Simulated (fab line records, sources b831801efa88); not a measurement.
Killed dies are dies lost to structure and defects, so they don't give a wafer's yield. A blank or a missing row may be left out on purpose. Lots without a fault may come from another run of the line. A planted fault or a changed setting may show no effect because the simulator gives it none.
fab line records | flow sky130
record lots=5 wafers=15 last_day=47
route steps=708 shown VIA1@470
lots that met no fault: from a run of the same line without faults
start_h: hours from the record's first day to the start of the lot's first wafer shown | wait_h: hours since the lot's step before | " the same as in the row above | L1.1+2: a row that stands for several wafers | - no value, or no start given | * or withheld: withheld | < > ~ a bound
route shown NAME@n: a module of which the file shows steps, and the number in the route of the first | usual: mean/standard deviation of fault-free wafers | same: alike in all rows | chamber/n: place in a boat | sites: the reading at each site | _std_site: their standard deviation | _edge_site: outer sites' mean less inner sites' | radius_mm: how far each site lies from the wafer's centre | mask NAME#n: copy n | behind: the tool/chamber that last shaped the wafer | hold: why the lot was held/for how many hours/how that ended | device: the transistor (n, p or np) that didn't switch | end of line: the same wafers' tests at the end of the route | a step without rows: its recipe alone | killed: dies lost to structure and defects at the first sort, not the wafer's yield | map: a wafer's dies, x killed, . not, _ none there
set.NAME: the setting as run; set.NAME@STEP: as run at that earlier step | model.NAME: the simulator's own value behind a step, which no gauge read
lots at some steps of the route; a table a step, a row a wafer
services: from which hour (start_h, from the record's first day; less than 0 if before it) a tool's chamber was out of use, for how many hours, and why
## steps
# step SKY_VIA1_CD_MEAS_12
# recipe target_cd_nm=150
# usual cd_nm=149.8/1.9
# columns lot.wafer tool chamber start_h wait_h cd_nm
L074.2 cd_sem-01 - 785.87 - 152.8
L074.5 " - " " 151.0
L074.6 " - " " 152.6
L076.1 cd_sem-01 - 809.19 - 152.6
L076.2 " - " " 152.2
L076.5 " - " " 152.1
L077.2 cd_sem-01 - 811.92 - 147.3
L077.3 " - " " 147.7
L077.4 " - " " 145.6
L084.2 cd_sem-02 - 862.30 - 148.5
L084.5 " - " " 148.5
L084.6 " - " " 147.7
L085.1 cd_sem-01 - 871.58 - 152.4
L085.2 " - " " 151.7
L085.3 " - " " 151.3
# step SKY_VIA1_OVL_MEAS_13
# usual VIA1_OVL=1/4.4
# columns lot.wafer tool chamber start_h wait_h VIA1_OVL[nm]
L074.2 overlay-01 - 785.98 0.1 6
L074.5 " - " " 0
L074.6 " - " " 3
L076.1 overlay-02 - 809.31 0.1 -2
L076.2 " - " " 3
L076.5 " - " " -3
L077.2 overlay-01 - 812.03 0.1 5
L077.3 " - " " 4
L077.4 " - " " 10
L084.2 overlay-02 - 862.41 0.1 2
L084.5 " - " " 7
L084.6 " - " " 2
L085.1 overlay-01 - 871.70 0.1 -6
L085.2 " - " " -2
L085.3 " - " " -4
# step SKY_VIA1_ETCH_14
# recipe chemistry=N2/H2 target=BARC ion_energy_ev=200 source_w=500 bias_w=100 pressure_mtorr=30 n2_flow_sccm=100 h2_flow_sccm=200 stop_on=SiO2 time_s=45.9 target_depth_a=600
# usual chamber_pressure_mTorr=30.001/0.026 drypump_motor_current_A=5.82/0.3 oes_product_au=0.855/0.0049 throttle_valve_pct=13.225/0.009
# columns lot.wafer tool chamber start_h wait_h chamber_pressure_mTorr drypump_motor_current_A oes_product_au rf_hours_counter_h throttle_valve_pct
L074.2 rie_diel-02 0 786.01 0.0 29.997 5.69 0.854 8 13.210
L074.5 " 0 " " 30.025 5.68 0.849 - 13.226
L074.6 " 3 " " 30.007 6.49 0.854 - 13.226
L076.1 rie_diel-04 0 809.34 0.0 29.987 5.50 0.845 31 13.230
L076.2 " 3 " " 30.012 5.40 0.861 9 13.220
L076.5 " 2 " " 29.992 5.88 0.846 - 13.208
L077.2 rie_diel-01 3 812.06 0.0 30.016 6.25 0.846 6 13.230
L077.3 " 2 " " 29.986 5.61 0.861 12 13.225
L077.4 " 1 " " 30.009 6.18 0.857 10 13.217
L084.2 rie_diel-02 0 862.44 0.0 30.034 5.72 0.846 10 13.226
L084.5 " 2 " " 30.020 5.81 0.852 - 13.235
L084.6 " 0 " " 29.971 5.73 0.852 - 13.222
L085.1 rie_diel-01 3 871.74 0.0 29.991 6.25 0.853 8 13.232
L085.2 " 0 " " 29.940 5.68 0.846 10 13.203
L085.3 " 2 " " 30.039 5.60 0.854 14 13.229
# step SKY_VIA1_ETCH_15
# recipe target=SiO2 chemistry=C4F8/O2/Ar target_depth_nm=351 stop_on=TiN mask_material=KrF-thick source_w=1500 bias_w=1200 pressure_mtorr=40 c4f8_flow_sccm=withheld O2_flow_sccm=6 Ar_flow_sccm=300 time_s=52.85
# usual chamber_pressure_mTorr=40.00/0.04 oes_product_au=0.988/0.0076
# columns lot.wafer tool chamber start_h wait_h chamber_pressure_mTorr oes_product_au rf_hours_counter_h
L074.2 rie_diel-02 0 786.05 0.0 40.03 0.992 8
L074.5 " 0 " " 40.01 0.993 -
L074.6 " 3 " " 40.07 0.998 -
L076.1 rie_diel-04 0 809.38 0.0 40.06 0.990 31
L076.2 " 3 " " 39.98 0.987 9
L076.5 " 2 " " 40.06 0.998 -
L077.2 rie_diel-01 3 812.10 0.0 39.96 0.997 6
L077.3 " 2 " " 40.04 0.999 12
L077.4 " 1 " " 39.97 0.975 10
L084.2 rie_diel-02 0 862.48 0.0 39.95 0.986 11
L084.5 " 2 " " 39.93 0.965 -
L084.6 " 0 " " 39.96 0.991 -
L085.1 rie_diel-01 3 871.78 0.0 40.05 0.977 8
L085.2 " 0 " " 40.03 0.980 10
L085.3 " 2 " " 40.00 0.980 14
# step SKY_VIA1_STRIP_16
# recipe chemistry=O2/N2 power_w=1400 pressure_mtorr=1500 platen_temp_c=withheld o2_flow_sccm=3000 n2_flow_sccm=300 overash_fraction=0.5
# usual chamber_pressure_mTorr=1500.0/1.2 drypump_motor_current_A=5.7/0.4 oes_product_au=0.417/0.0043 strip_time_to_endpoint_s=4.474/0.025
# columns lot.wafer tool chamber start_h wait_h chamber_pressure_mTorr drypump_motor_current_A oes_product_au rf_hours_counter_h strip_time_to_endpoint_s
L074.2 plasma_asher-04 1 786.10 0.0 1497.4 5.6 0.423 4 4.473
L074.5 " 1 " " 1500.9 5.6 0.418 - 4.489
L074.6 " 0 " " 1499.4 5.9 0.419 - 4.461
L076.1 plasma_asher-04 1 809.43 0.0 1501.4 5.5 0.418 7 4.449
L076.2 " 0 " " 1500.1 5.9 0.413 7 4.460
L076.5 " 1 " " 1497.6 5.6 0.415 - 4.415
L077.2 plasma_asher-02 1 812.15 0.0 1501.6 4.9 0.415 66 4.494
L077.3 " 0 " " 1498.9 5.5 0.426 - 4.498
L077.4 " 1 " " 1499.6 4.9 0.425 - 4.507
L084.2 plasma_asher-03 0 862.53 0.0 1501.8 5.9 0.416 44 4.473
L084.5 " 1 " " 1497.9 6.2 0.419 - 4.489
L084.6 " 0 " " 1498.5 5.9 0.421 - 4.443
L085.1 plasma_asher-03 0 871.83 0.0 1503.4 5.9 0.427 45 4.487
L085.2 " 1 " " 1498.1 6.2 0.415 45 4.479
L085.3 " 1 " " 1497.2 6.2 0.419 - 4.498
# step SKY_VIA1_STRIP_17
# recipe chemistry=post_etch_residue_remover time_s=1200 temp_c=72.5
# columns lot.wafer tool chamber start_h wait_h
L074.2+5+6 wet_bench-03 0 786.20 0.1
L076.1+2+5 wet_bench-02 3 809.53 0.1
L077.2+3+4 wet_bench-04 2 812.25 0.1
L084.2+5+6 wet_bench-04 3 862.63 0.1
L085.1+2+3 wet_bench-04 2 871.93 0.1
# step SKY_VIA1_CLEAN_18
# recipe chemistry=IPA time_s=180 temp_c=25
# columns lot.wafer tool chamber start_h wait_h
L074.2+5+6 wet_bench-02 1 786.57 0.0
L076.1+2+5 wet_bench-04 1 809.90 0.0
L077.2+3+4 wet_bench-03 1 812.59 0.0
L084.2+5+6 wet_bench-04 1 862.97 0.0
L085.1+2+3 wet_bench-03 3 872.27 0.0
# step SKY_VIA1_CLEAN_19
# recipe chemistry=O3/DIW dry=n2_spin
# columns lot.wafer tool chamber start_h wait_h
L074.2+5+6 wet_bench-04 2 786.63 0.0
L076.1+2+5 wet_bench-02 0 809.97 0.0
L077.2+3+4 wet_bench-04 1 812.65 0.0
L084.2+5+6 wet_bench-02 2 863.03 0.0
L085.1+2+3 wet_bench-04 1 872.33 0.0
## services
# columns tool chamber start_h hours kind
rie_diel-02 2 769.90 23.0 repair
rie_diel-02 3 774.18 4.3 repair
rie_diel-01 0 777.06 1.3 repair
rie_diel-04 1 778.10 5.0 repair
plasma_asher-03 - 783.51 4.3 pm
plasma_asher-02 - 784.06 0.3 repair
plasma_asher-03 - 796.02 35.5 repair
plasma_asher-03 - 798.37 3.5 repair
rie_diel-04 0 813.48 - clean
rie_diel-04 0 813.48 14.7 scheduled_down
rie_diel-04 0 813.48 14.7 vent_cycle
rie_diel-01 1 814.24 116.6 repair
rie_diel-02 3 825.79 18.5 repair
plasma_asher-02 - 830.58 1.3 repair
plasma_asher-03 - 831.99 4.6 repair
rie_diel-01 2 850.42 7.2 repair
rie_diel-02 1 860.61 5.5 repair
plasma_asher-04 - 869.57 28.1 pm
## key
fault none
